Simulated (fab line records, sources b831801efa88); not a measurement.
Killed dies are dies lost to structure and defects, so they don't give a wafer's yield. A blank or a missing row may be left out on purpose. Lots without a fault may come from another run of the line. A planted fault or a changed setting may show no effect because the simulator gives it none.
fab line records | flow sky130
record lots=6 wafers=18 last_day=50
route steps=708 shown FIELD_ISO@19 NWELL@32 DNWELL@35 PWDE@45 SALICIDE@361 PAD_OPEN@708
lots that met no fault: from a run of the same line without faults
start_h: hours from the record's first day to the start of the lot's first wafer shown | wait_h: hours since the lot's step before | " the same as in the row above | L1.1+2: a row that stands for several wafers | - no value, or no start given | * or withheld: withheld | < > ~ a bound
route shown NAME@n: a module of which the file shows steps, and the number in the route of the first | usual: mean/standard deviation of fault-free wafers | same: alike in all rows | chamber/n: place in a boat | sites: the reading at each site | _std_site: their standard deviation | _edge_site: outer sites' mean less inner sites' | radius_mm: how far each site lies from the wafer's centre | mask NAME#n: copy n | behind: the tool/chamber that last shaped the wafer | hold: why the lot was held/for how many hours/how that ended | device: the transistor (n, p or np) that didn't switch | end of line: the same wafers' tests at the end of the route | a step without rows: its recipe alone | killed: dies lost to structure and defects at the first sort, not the wafer's yield | map: a wafer's dies, x killed, . not, _ none there
set.NAME: the setting as run; set.NAME@STEP: as run at that earlier step | model.NAME: the simulator's own value behind a step, which no gauge read
lots at some steps of the route; a table a step, a row a wafer
services: from which hour (start_h, from the record's first day; less than 0 if before it) a tool's chamber was out of use, for how many hours, and why
## steps
# step SKY_FIELD_ISO_WET_ETCH_18
# recipe chemistry=H3PO4 target_depth_nm=25 temp_c=160 target=Si3N4 time_s=286
# step SKY_FIELD_ISO_CLEAN_19
# recipe chemistry=SC1/SC2 mix=1:4:20 temp_c=70 time_s=150
# step SKY_FIELD_ISO_CLEAN_20
# recipe chemistry=dHF time_s=20 dilution=100:1
# step SKY_FIELD_ISO_WET_ETCH_21
# recipe chemistry=dHF dilution=100:1 target_depth_nm=20 dry=ipa_marangoni target=SiO2 temp_c=25 time_s=400
# step SKY_FIELD_ISO_OXIDATION_22
# recipe temp_c=950 ambient=O2 stabilise_s=600 purge_s=300 target_thk_a=100 ox_time_s=623
# step SKY_FIELD_ISO_THK_MEAS_23
# recipe reads=SiO2_of_FIELD_ISO_OXIDATION_22
# usual FIELD_ISO_OXIDATION_01_THK=9.96/0.25
# columns lot.wafer tool chamber start_h wait_h FIELD_ISO_OXIDATION_01_THK[nm]
L879.2 film_metro-01 - 44.27 0.0 9.52
L879.3 " - " " 9.49
L879.5 " - " " 9.68
L885.3 film_metro-01 - 74.82 0.0 9.67
L885.5 " - " " 9.48
L885.6 " - " " 9.69
L886.1 film_metro-04 - 77.67 0.0 9.41
L886.4 " - " " 9.46
L886.5 " - " " 9.54
L890.3 film_metro-01 - 97.66 0.0 10.23
L890.4 " - " " 10.45
L890.6 " - " " 10.26
L896.2 film_metro-01 - 131.92 0.0 10.07
L896.3 " - " " 10.07
L896.6 " - " " 10.21
L899.3 film_metro-03 - 148.46 0.0 9.82
L899.4 " - " " 9.68
L899.6 " - " " 9.85
# step SKY_FIELD_ISO_CVD_24
# recipe material=SiO2 target_thk_nm=595 temp_c=650 sigma_open_frac=0.3 time_s=99.2 sih4_flow_sccm=60 pressure_mtorr=6
# step SKY_FIELD_ISO_THK_MEAS_25
# recipe reads=SiO2_of_FIELD_ISO_CVD_24
# usual FIELD_ISO_CVD_24_THK=594/5.9
# columns lot.wafer tool chamber start_h wait_h FIELD_ISO_CVD_24_THK[nm]
L879.2 film_metro-04 - 44.40 0.0 612
L879.3 " - " " 605
L879.5 " - " " 603
L885.3 film_metro-04 - 74.95 0.1 597
L885.5 " - " " 601
L885.6 " - " " 596
L886.1 film_metro-04 - 77.80 0.0 587
L886.4 " - " " 601
L886.5 " - " " 587
L890.3 film_metro-03 - 97.80 0.1 593
L890.4 " - " " 601
L890.6 " - " " 596
L896.2 film_metro-04 - 132.05 0.0 600
L896.3 " - " " 598
L896.6 " - " " 603
L899.3 film_metro-03 - 148.59 0.1 598
L899.4 " - " " 594
L899.6 " - " " 594
# step SKY_FIELD_ISO_ANNEAL_26
# recipe temp_c=1000 time_s=1800 ambient=N2
# step SKY_FIELD_ISO_CMP_27
# recipe stop_on=Si3N4 t_overpolish_s=16 down_force_psi=4 platen_rpm=60 target_thk_nm=457.8 pad_velocity_m_s=0.94248
# usual motor_current_A=12.8/1.1 overpolish_run_s=16.000/0.0093 time_to_endpoint_s=114/3.7
# columns lot.wafer tool chamber start_h wait_h motor_current_A overpolish_run_s time_to_endpoint_s
L879.2 cmp-02 1 46.00 0.1 11.0 16.000 124
L879.3 " 3 " " 13.9 16.009 113
L879.5 " 1 " " 11.6 16.010 123
L885.3 cmp-02 3 76.54 0.1 13.7 16.008 111
L885.6 " 2 " " 11.0 15.993 116
L885.5 " 3 " " 13.5 15.998 116
L886.4 cmp-01 0 79.66 0.0 13.5 16.001 111
L886.1 " 1 " " 14.6 16.000 113
L886.5 " 1 " " 14.2 15.996 115
L890.4 cmp-02 3 99.44 0.1 14.3 16.009 117
L890.3 " 0 " " 12.8 15.998 117
L890.6 " 2 " " 11.9 16.001 116
L896.3 cmp-01 1 136.27 0.1 15.1 16.002 115
L896.2 " 2 " " 12.2 15.996 110
L896.6 " 0 " " 13.6 16.001 113
L899.4 cmp-02 1 150.13 0.0 10.6 16.010 118
L899.3 " 0 " " 13.0 15.977 113
L899.6 " 1 " " 11.3 16.005 118
# step SKY_FIELD_ISO_WET_ETCH_28
# recipe chemistry=dHF target_depth_nm=23.7 target=SiO2 dilution=10:1 temp_c=25 time_s=47
# step SKY_FIELD_ISO_WET_ETCH_29
# recipe chemistry=H3PO4 target_depth_nm=160 target=Si3N4 temp_c=160 time_s=1825
# step SKY_FIELD_ISO_WET_ETCH_30
# recipe chemistry=dHF target_depth_nm=25 target=SiO2 dilution=10:1 temp_c=25 time_s=50
# usual bath_heat_duty_pct=6.1/0.74 run_length_s=77.7/2.7
# columns lot.wafer tool chamber start_h wait_h bath_heat_duty_pct run_length_s model.SiO2_of_FIELD_ISO_CVD_24.thk_nm
L879.2 wet_bench-04 3 46.79 0.0 6.4 78.0 404.8
L879.3 " 3 " " 6.1 78.0 402.9
L879.5 " 3 " " 6.7 78.0 406
L885.3 wet_bench-04 1 77.33 0.0 5.1 56.3 417.1
L885.5 " 1 " " 5.8 56.3 417.5
L885.6 " 1 " " 5.3 56.3 417.8
L886.1 wet_bench-03 2 80.50 0.0 6.5 76.5 404.4
L886.4 " 2 " " 6.6 76.5 406.2
L886.5 " 2 " " 6.6 76.5 403.7
L890.3 wet_bench-04 2 100.22 0.0 6.2 49.9 421.5
L890.4 " 2 " " 6.6 49.9 420.7
L890.6 " 2 " " 6.1 49.9 420
L896.2 wet_bench-03 2 137.52 0.0 6.1 77.6 405.8
L896.3 " 2 " " 6.8 77.6 405.8
L896.6 " 2 " " 7.0 77.6 404.4
L899.3 wet_bench-01 2 150.97 0.0 6.2 74.9 405.7
L899.4 " 2 " " 6.9 74.9 405.8
L899.6 " 2 " " 6.5 74.9 405.5
# step SKY_NWELL_CLEAN_00
# recipe chemistry=SC1/SC2 mix=1:4:20 temp_c=70 time_s=150 dry=n2_spin
# step SKY_NWELL_OXIDATION_01
# recipe temp_c=900 ambient=O2 stabilise_s=600 purge_s=300 target_thk_a=100 ox_time_s=1418
# step SKY_NWELL_THK_MEAS_02
# recipe reads=SiO2_of_NWELL_OXIDATION_01
# usual NWELL_OXIDATION_THK=10.06/0.2
# columns lot.wafer tool chamber start_h wait_h NWELL_OXIDATION_THK[nm]
L879.2 film_metro-02 - 48.43 0.0 10.33
L879.3 " - " " 10.05
L879.5 " - " " 10.24
L885.3 film_metro-04 - 79.08 0.0 9.82
L885.5 " - " " 10.04
L885.6 " - " " 9.83
L886.1 film_metro-04 - 82.69 0.0 10.00
L886.4 " - " " 9.79
L886.5 " - " " 9.97
L890.3 film_metro-03 - 101.72 0.0 10.38
L890.4 " - " " 10.08
L890.6 " - " " 10.25
L896.2 film_metro-03 - 140.12 0.0 10.23
L896.3 " - " " 10.03
L896.6 " - " " 10.19
L899.3 film_metro-03 - 153.32 0.0 9.98
L899.4 " - " " 9.98
L899.6 " - " " 9.92
# step SKY_DNWELL_DEHYDRATE_00
# recipe temp_c=200 time_s=60
# step SKY_DNWELL_HMDS_01
# recipe prime_time_s=60 prime_temp_c=120
# step SKY_DNWELL_COAT_02
# recipe spin_rpm=2000 resist_thk_nm=3000
# step SKY_DNWELL_SOFTBAKE_03
# recipe temp_c=110 time_s=withheld
# step SKY_DNWELL_EXPOSE_04
# recipe mask_id=DNM na=0.57 target_cd_nm=3000 dose_mj=222
# step SKY_DNWELL_PEB_05
# recipe temp_c=115 time_s=withheld
# step SKY_DNWELL_DEVELOP_06
# recipe wall_angle_deg=90 developer=TMAH develop_time_s=60 dev_temp_c=23
# step SKY_DNWELL_IMPLANT_07
# recipe species=P energy_kev=withheld dose_cm2=withheld tilt_deg=withheld
# step SKY_DNWELL_STRIP_08
# recipe chemistry=O2/N2 power_w=1400 pressure_mtorr=1500 platen_temp_c=withheld o2_flow_sccm=3000 n2_flow_sccm=300 overash_fraction=0.5
# usual drypump_motor_current_A=5.8/0.37 oes_product_au=0.722/0.0044 strip_time_to_endpoint_s=36.94/0.09
# columns lot.wafer tool chamber start_h wait_h drypump_motor_current_A oes_product_au rf_hours_counter_h strip_time_to_endpoint_s
L879.2 plasma_asher-03 0 64.32 0.1 6.0 0.717 37 37.01
L879.3 " 1 " " 6.1 0.729 - 36.92
L879.5 " 0 " " 5.9 0.725 - 36.95
L885.3 plasma_asher-03 1 97.10 0.1 6.1 0.715 - 37.02
L885.5 " 1 " " 6.1 0.732 - 36.97
L885.6 " 0 " " 5.9 0.727 - 37.03
L886.1 plasma_asher-01 0 99.65 0.1 6.3 0.729 41 36.95
L886.4 " 0 " " 6.3 0.726 - 36.76
L886.5 " 1 " " 5.2 0.722 - 36.81
L890.3 plasma_asher-01 0 120.15 0.1 6.2 0.733 - 36.73
L890.4 " 1 " " 5.2 0.725 - 36.86
L890.6 " 1 " " 5.1 0.722 - 36.82
L896.2 plasma_asher-03 1 160.32 0.1 6.2 0.726 47 36.99
L896.3 " 0 " " 5.9 0.720 - 37.01
L896.6 " 0 " " 5.9 0.722 - 37.05
L899.3 plasma_asher-03 0 173.53 0.1 5.9 0.718 - 36.96
L899.4 " 1 " " 6.1 0.718 - 36.79
L899.6 " 1 " " 6.0 0.722 - 36.80
# step SKY_DNWELL_TW_MEAS_09
# usual DNWELL_TW=1108/9.3
# columns lot.wafer tool chamber start_h wait_h DNWELL_TW
L879.2 film_metro-02 - 64.43 0.1 1118
L879.3 " - " " 1119
L879.5 " - " " 1116
L885.3 film_metro-04 - 97.19 0.1 1103
L885.5 " - " " 1108
L885.6 " - " " 1103
L886.1 film_metro-02 - 99.75 0.1 1108
L886.4 " - " " 1111
L886.5 " - " " 1102
L890.3 film_metro-02 - 120.24 0.1 1110
L890.4 " - " " 1114
L890.6 " - " " 1113
L896.2 film_metro-03 - 160.43 0.1 1100
L896.3 " - " " 1100
L896.6 " - " " 1105
L899.3 film_metro-04 - 173.62 0.1 1106
L899.4 " - " " 1099
L899.6 " - " " 1101
# step SKY_PWDE_DEHYDRATE_00
# recipe temp_c=200 time_s=60
# step SKY_PWDE_HMDS_01
# recipe prime_time_s=60 prime_temp_c=120
# step SKY_PWDE_COAT_02
# recipe spin_rpm=2000 resist_thk_nm=3000
# step SKY_PWDE_SOFTBAKE_03
# recipe temp_c=110 time_s=withheld
# step SKY_PWDE_EXPOSE_04
# recipe mask_id=PWDEM na=0.6 source_shape=conventional sigma_outer=0.6 polarization=unpolarized target_cd_nm=840 dose_mj=214
# step SKY_PWDE_PEB_05
# recipe temp_c=115 time_s=withheld
# step SKY_PWDE_DEVELOP_06
# recipe wall_angle_deg=90 developer=TMAH develop_time_s=60 dev_temp_c=23
# step SKY_PWDE_OVL_MEAS_07
# usual PWDE_OVL=-0.7/1.2
# columns lot.wafer tool chamber start_h wait_h PWDE_OVL[nm]
L879.2 overlay-02 - 80.31 - -1.4
L879.3 " - " " -0.3
L879.5 " - " " -2.3
L885.3 overlay-01 - 115.07 - -2.8
L885.5 " - " " -2.1
L885.6 " - " " -2.6
L886.1 overlay-02 - 118.18 - -2.8
L886.4 " - " " -3.0
L886.5 " - " " -2.5
L890.3 overlay-02 - 139.09 - -0.9
L890.4 " - " " -0.3
L890.6 " - " " 1.2
L896.2 overlay-01 - 181.70 - -1.7
L896.3 " - " " -3.0
L896.6 " - " " -3.4
L899.3 overlay-01 - 194.61 - 0.1
L899.4 " - " " -0.1
L899.6 " - " " 1.3
# step SKY_PWDE_IMPLANT_08
# recipe species=B energy_kev=150 dose_cm2=3.6e+12 tilt_deg=withheld
# step SKY_PWDE_STRIP_09
# recipe chemistry=O2/N2 power_w=1400 pressure_mtorr=1500 platen_temp_c=withheld o2_flow_sccm=3000 n2_flow_sccm=300 overash_fraction=0.5
# usual drypump_motor_current_A=5.90/0.27 oes_product_au=0.723/0.005 strip_time_to_endpoint_s=36.93/0.11
# columns lot.wafer tool chamber start_h wait_h drypump_motor_current_A oes_product_au rf_hours_counter_h strip_time_to_endpoint_s
L879.2 plasma_asher-02 0 80.49 0.1 5.68 0.736 40 36.98
L879.3 " 0 " " 5.67 0.720 - 36.95
L879.5 " 1 " " 6.21 0.722 - 36.86
L885.3 plasma_asher-03 1 115.27 0.1 6.11 0.723 - 36.92
L885.5 " 1 " " 6.15 0.723 - 36.94
L885.6 " 0 " " 5.94 0.720 - 36.91
L886.1 plasma_asher-03 0 118.37 0.1 5.92 0.716 43 37.04
L886.4 " 0 " " 5.91 0.732 - 37.10
L886.5 " 0 " " 5.88 0.718 - 37.00
L890.3 plasma_asher-04 1 139.30 0.1 5.74 0.724 - 37.01
L890.4 " 0 " " 5.33 0.730 - 36.91
L890.6 " 1 " " 5.72 0.728 - 36.90
L896.2 plasma_asher-04 0 181.88 0.1 5.32 0.730 36 36.98
L896.3 " 1 " " 5.70 0.731 - 36.95
L896.6 " 0 " " 5.34 0.720 - 37.02
L899.3 plasma_asher-04 0 194.82 0.1 5.30 0.722 - 37.01
L899.4 " 1 " " 5.72 0.720 - 36.97
L899.6 " 1 " " 5.73 0.725 - 36.82
# step SKY_PWDE_TW_MEAS_10
# usual PWDE_TW=370.7/2.6
# columns lot.wafer tool chamber start_h wait_h PWDE_TW
L879.2 film_metro-04 - 80.60 0.1 367.2
L879.3 " - " " 368.2
L879.5 " - " " 371.9
L885.3 film_metro-04 - 115.36 0.1 369.1
L885.5 " - " " 370.6
L885.6 " - " " 371.2
L886.1 film_metro-03 - 118.47 0.1 366.8
L886.4 " - " " 367.3
L886.5 " - " " 367.3
L890.3 film_metro-04 - 139.39 0.1 371.6
L890.4 " - " " 370.4
L890.6 " - " " 370.5
L896.2 film_metro-03 - 181.99 0.1 367.6
L896.3 " - " " 367.8
L896.6 " - " " 368.9
L899.3 film_metro-04 - 194.90 0.1 368.0
L899.4 " - " " 367.9
L899.6 " - " " 367.7
# step SKY_NWELL_DEHYDRATE_03
# recipe temp_c=200 time_s=60
# step SKY_NWELL_HMDS_04
# recipe prime_time_s=60 prime_temp_c=120
# step SKY_NWELL_COAT_05
# recipe spin_rpm=2000 resist_thk_nm=3059
# step SKY_NWELL_SOFTBAKE_06
# recipe temp_c=110 time_s=withheld
# step SKY_NWELL_EXPOSE_07
# recipe mask_id=NWM na=0.6 source_shape=conventional sigma_outer=0.6 polarization=unpolarized target_cd_nm=840 dose_mj=255
# step SKY_SALICIDE_CLEAN_00
# recipe chemistry=HF-last time_s=30 dilution=100:1 dry=ipa_marangoni
# columns lot.wafer tool chamber start_h wait_h model.SiO2_of_FIELD_ISO_CVD_24.thk_nm
L879.2 wet_bench-04 2 665.40 0.1 358.5
L879.3 " 2 " " 356.6
L879.5 " 2 " " 359.8
L885.3 wet_bench-02 2 733.30 0.1 370.4
L885.5 " 2 " " 370.8
L885.6 " 2 " " 371
L886.1 wet_bench-02 3 733.33 0.1 358.3
L886.4 " 3 " " 360.1
L886.5 " 3 " " 357.6
L890.3 wet_bench-04 3 759.23 0.1 374.9
L890.4 " 3 " " 374.6
L890.6 " 3 " " 373.8
L896.2 wet_bench-04 0 805.88 0.3 359.7
L896.3 " 0 " " 359.5
L896.6 " 0 " " 358
L899.3+4 wet_bench-04 0 828.09 0.1 359.3
L899.6 " 0 " " 358.9
# step SKY_PAD_OPEN_PROBE_99
# usual killed_at_M0_to_M3=42/6.3 killed_at_M4_up=2.8/1.9 killed_at_contacts=23/5.3 killed_at_front_end=16/4.3 killed_at_other=0.2/0.51 killed_dies=84/9.3 killed_on_rim=16/4.2 killed_open=46/7.6 killed_short=38/6.3
# same gross_dies=492 killed_at_back_side=0
# columns lot.wafer tool chamber start_h wait_h killed_at_M0_to_M3 killed_at_M4_up killed_at_contacts killed_at_front_end killed_at_other killed_dies killed_on_rim killed_open killed_short model.etest.res_p_drift_20v.line_ohm_um model.etest.res_p_drift_20v.rs_ohm_sq model.etest.pfet_16v.r_on_ohm_um model.etest.res_iso_pwell.rs_ohm_sq model.etest.res_iso_pwell.line_ohm_um model.etest.pfet_16v.drive_ua_um model.etest.cap_li_to_poly.c_af_um2 model.etest.cap_poly_to_well.c_af_um2
L879.2 prober-02 - 1094.23 0.1 45 1 24 11 0 81 11 50 31 1.196e+04 9936 1.575e+04 3140 1191 234.3 98.77 88.95
L879.3 prober-02 - 1094.28 0.2 40 3 18 10 0 71 14 39 32 1.189e+04 9878 1.562e+04 3101 1168 233.9 99.18 91.92
L879.5 prober-02 - 1094.38 0.2 43 3 25 8 0 79 16 43 36 1.167e+04 9699 1.552e+04 3066 1141 235.8 95.07 93.19
L885.3 prober-01 - 1139.82 0.2 46 5 26 14 0 91 17 54 37 1.133e+04 9412 1.502e+04 2938 1123 245.3 100.9 94.24
L885.5 prober-01 - 1139.92 0.2 36 1 26 13 2 78 16 45 33 1.224e+04 1.008e+04 1.544e+04 3235 1239 243.2 101.8 91.37
L885.6 prober-01 - 1139.97 0.2 39 3 27 19 2 90 17 55 35 1.246e+04 1.022e+04 1.567e+04 3311 1253 239.2 102.9 87.11
L886.1 prober-01 - 1140.70 0.1 39 3 23 15 0 80 19 47 33 1.147e+04 9575 1.536e+04 3449 1304 245.8 99.28 92.57
L886.4 prober-01 - 1140.85 0.2 52 5 25 13 0 95 24 55 40 1.188e+04 1e+04 1.568e+04 3615 1391 241.6 95.48 86.6
L886.5 prober-01 - 1140.90 0.2 44 5 29 14 0 92 17 50 42 1.124e+04 9455 1.519e+04 3343 1250 250.5 100.1 91.4
L890.3 prober-02 - 1158.88 0.2 31 2 21 18 0 72 9 33 39 1.239e+04 1.022e+04 1.621e+04 3826 1447 237.8 103.8 85.59
L890.4 prober-02 - 1158.93 0.2 41 7 24 11 0 83 16 39 44 1.228e+04 1.014e+04 1.626e+04 3786 1430 235.1 105.8 87.35
L890.6 prober-02 - 1159.03 0.2 33 2 26 17 1 79 13 38 41 1.205e+04 1.003e+04 1.601e+04 3674 1372 239.4 102.2 85.18
L896.2 prober-01 - 1188.16 0.1 47 0 20 5 0 72 17 38 34 1.166e+04 9743 1.519e+04 3218 1208 245.4 98.33 89.65
L896.3 prober-01 - 1188.21 0.2 46 2 19 14 0 81 17 46 35 1.17e+04 9808 1.524e+04 3198 1212 242.8 98.42 91.62
L896.6 prober-01 - 1188.36 0.2 39 2 22 15 0 78 22 39 38 1.178e+04 1e+04 1.527e+04 3281 1250 242.6 97.28 94.75
L899.3 prober-02 - 1202.29 0.2 41 3 21 10 1 76 12 48 28 1.03e+04 8681 1.511e+04 2922 1097 246.8 98.23 93.65
L899.4 prober-02 - 1202.34 0.2 33 6 23 15 1 78 11 37 41 1.034e+04 8624 1.494e+04 2868 1091 245.5 99.26 90.88
L899.6 prober-02 - 1202.44 0.2 43 5 16 12 0 76 15 41 35 1.041e+04 8709 1.518e+04 2975 1121 243.5 96.8 90.87
# killed by level:class
L879.2 CONTACT:geometric_particle:open=11 VIA2:geometric_particle:open=10 VIA1:geometric_particle:open=9 VIA3:geometric_particle:open=8 METAL1:geometric_particle:short=7 VIA1:geometric_particle:short=6 LI_CONTACT:geometric_particle:open=5 FIELD_ISO:geometric_particle:open=3
L879.3 VIA3:geometric_particle:open=9 LI_CONTACT:geometric_particle:open=7 VIA1:geometric_particle:open=7 VIA2:geometric_particle:open=7 CONTACT:geometric_particle:open=5 METAL1:geometric_particle:short=4 VIA3:geometric_particle:short=4 FIELD_ISO:geometric_particle:short=3
L879.5 CONTACT:geometric_particle:open=12 VIA1:geometric_particle:open=7 VIA2:geometric_particle:open=6 METAL2:geometric_particle:short=6 METAL1:geometric_particle:short=5 VIA3:geometric_particle:open=5 METAL3:geometric_particle:short=4 LI_CONTACT:geometric_particle:open=4
L885.3 VIA1:geometric_particle:open=14 CONTACT:geometric_particle:open=12 LI_CONTACT:geometric_particle:open=8 VIA2:geometric_particle:open=7 METAL2:geometric_particle:short=6 VIA1:geometric_particle:short=5 VIA3:geometric_particle:short=4 VIA3:geometric_particle:open=4
L885.5 VIA2:geometric_particle:open=8 CONTACT:geometric_particle:open=7 VIA1:geometric_particle:open=7 LI_CONTACT:geometric_particle:open=6 VIA3:geometric_particle:open=6 CONTACT:geometric_particle:short=5 VIA3:geometric_particle:short=5 LOCAL_INTERCONNECT:geometric_particle:short=4
L885.6 CONTACT:geometric_particle:open=10 VIA3:geometric_particle:open=9 LI_CONTACT:geometric_particle:open=8 FIELD_ISO:geometric_particle:short=7 FIELD_ISO:geometric_particle:open=6 VIA1:geometric_particle:open=6 VIA1:geometric_particle:short=5 LOCAL_INTERCONNECT:geometric_particle:short=5
L886.1 CONTACT:geometric_particle:open=13 VIA1:geometric_particle:open=8 VIA1:geometric_particle:short=8 FIELD_ISO:geometric_particle:open=7 METAL2:geometric_particle:short=4 LI_CONTACT:geometric_particle:open=4 VIA2:geometric_particle:open=4 POLY_GATE:geometric_particle:open=3
L886.4 VIA1:geometric_particle:open=10 VIA3:geometric_particle:open=10 VIA2:geometric_particle:open=9 LI_CONTACT:geometric_particle:open=7 CONTACT:geometric_particle:open=7 CONTACT:geometric_particle:short=6 LOCAL_INTERCONNECT:geometric_particle:short=5 METAL1:geometric_particle:short=5
L886.5 CONTACT:geometric_particle:open=15 VIA1:geometric_particle:short=8 LOCAL_INTERCONNECT:geometric_particle:short=7 VIA1:geometric_particle:open=7 VIA2:geometric_particle:open=6 FIELD_ISO:geometric_particle:open=4 POLY_GATE:geometric_particle:short=4 LI_CONTACT:geometric_particle:open=4
L890.3 METAL2:geometric_particle:short=10 FIELD_ISO:geometric_particle:open=6 CONTACT:geometric_particle:open=6 VIA3:geometric_particle:open=5 FIELD_ISO:geometric_particle:short=4 LI_CONTACT:geometric_particle:short=4 LOCAL_INTERCONNECT:geometric_particle:short=4 CONTACT:geometric_particle:short=4
L890.4 CONTACT:geometric_particle:open=11 VIA2:geometric_particle:open=8 METAL3:geometric_particle:short=7 VIA3:geometric_particle:open=6 METAL4:geometric_particle:short=5 LI_CONTACT:geometric_particle:short=4 METAL1:geometric_particle:short=4 VIA1:geometric_particle:short=4
L890.6 LI_CONTACT:geometric_particle:open=7 CONTACT:geometric_particle:open=7 FIELD_ISO:geometric_particle:short=6 CONTACT:geometric_particle:short=6 VIA1:geometric_particle:open=6 VIA3:geometric_particle:open=5 POLY_GATE:geometric_particle:short=4 METAL1:geometric_particle:short=4
L896.2 VIA1:geometric_particle:open=16 METAL2:geometric_particle:short=7 CONTACT:geometric_particle:open=7 VIA1:geometric_particle:short=7 LI_CONTACT:geometric_particle:open=4 METAL3:geometric_particle:short=4 VIA3:geometric_particle:short=3 CONTACT:geometric_particle:short=3
L896.3 LI_CONTACT:geometric_particle:open=10 VIA3:geometric_particle:open=8 METAL2:geometric_particle:short=8 VIA1:geometric_particle:open=7 VIA2:geometric_particle:open=7 METAL1:geometric_particle:short=6 FIELD_ISO:geometric_particle:short=5 POLY_GATE:geometric_particle:open=5
L896.6 VIA1:geometric_particle:open=12 LI_CONTACT:geometric_particle:open=6 VIA3:geometric_particle:short=6 FIELD_ISO:geometric_particle:open=5 CONTACT:geometric_particle:open=5 POLY_GATE:geometric_particle:short=5 CONTACT:geometric_particle:short=5 VIA2:geometric_particle:open=5
L899.3 CONTACT:geometric_particle:open=12 VIA1:geometric_particle:open=12 VIA3:geometric_particle:open=8 METAL2:geometric_particle:short=6 LI_CONTACT:geometric_particle:open=5 VIA2:geometric_particle:open=4 VIA3:geometric_particle:short=4 FIELD_ISO:geometric_particle:open=3
L899.4 LI_CONTACT:geometric_particle:open=8 CONTACT:geometric_particle:open=7 METAL2:geometric_particle:short=6 FIELD_ISO:geometric_particle:short=5 CONTACT:geometric_particle:short=5 VIA1:geometric_particle:open=5 VIA1:geometric_particle:short=4 VIA3:geometric_particle:open=4
L899.6 VIA1:geometric_particle:open=9 CONTACT:geometric_particle:open=7 METAL2:geometric_particle:short=7 VIA2:geometric_particle:open=6 VIA3:geometric_particle:open=4 FIELD_ISO:geometric_particle:open=3 LI_CONTACT:geometric_particle:open=3 METAL1:geometric_particle:short=3
## services
# columns tool chamber start_h hours kind
cmp-02 - 64.14 4.0 pm
plasma_asher-03 - 90.22 2.8 pm
plasma_asher-03 - 135.51 0.8 repair
cmp-02 - 159.04 2.2 repair
cmp-02 - 175.29 1.7 repair
cmp-02 - 182.64 4.9 repair
cmp-02 - 239.34 2.4 repair
cmp-02 - 252.05 5.3 pm
cmp-02 - 299.19 5.6 pm
cmp-02 - 307.79 1.5 repair
cmp-02 - 309.79 6.1 repair
cmp-02 - 347.09 1.5 repair
wet_bench-04 - 379.89 3.3 repair
cmp-02 - 403.77 2.2 repair
cmp-02 - 405.98 4.0 pm
plasma_asher-03 - 529.27 11.5 repair
cmp-02 - 535.42 1.4 repair
cmp-02 - 633.82 2.6 repair
cmp-02 - 648.18 2.4 repair
cmp-02 - 668.19 3.7 pm
cmp-02 - 683.25 1.2 repair
cmp-02 - 711.17 3.6 repair
wet_bench-04 - 723.59 4.0 repair
plasma_asher-03 - 733.75 9.0 pm
## key
first_sign step=SKY_FIELD_ISO_WET_ETCH_30 reading=run_length_s direction=down sigmas=9.2 usual=* struck=*
effect none on later readings
model_effect step=SKY_FIELD_ISO_WET_ETCH_30 value=SiO2_of_FIELD_ISO_CVD_24.thk_nm without=405.1 struck=419.1
model_effect step=SKY_SALICIDE_CLEAN_00 value=SiO2_of_FIELD_ISO_CVD_24.thk_nm without=358.6 struck=372.6
model_effect step=SKY_PAD_OPEN_PROBE_99 value=etest.res_p_drift_20v.line_ohm_um without=1.11e+04 struck=1.212e+04
met_at SKY_FIELD_ISO_WET_ETCH_30
struck_wafers L885.3,L885.5,L885.6,L890.3,L890.4,L890.6
tester_left_out L885,L890
onset_between 46.79 77.33
fault kind=process_parameter_drift tool=wet_bench-04 chamber=- onset_h=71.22 steps=SKY_FIELD_ISO_WET_ETCH_30 channel=time_s offset=* shape=step end_h=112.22 acts_in=* stated=*
# tester_left_out: of these lots the tester's yield and bins aren't shown, on N5 and GAA mostly nor the transistor test; their killed dies are dies lost to structure and defects alone, not to doping, threshold or leakage, so they don't give the yield
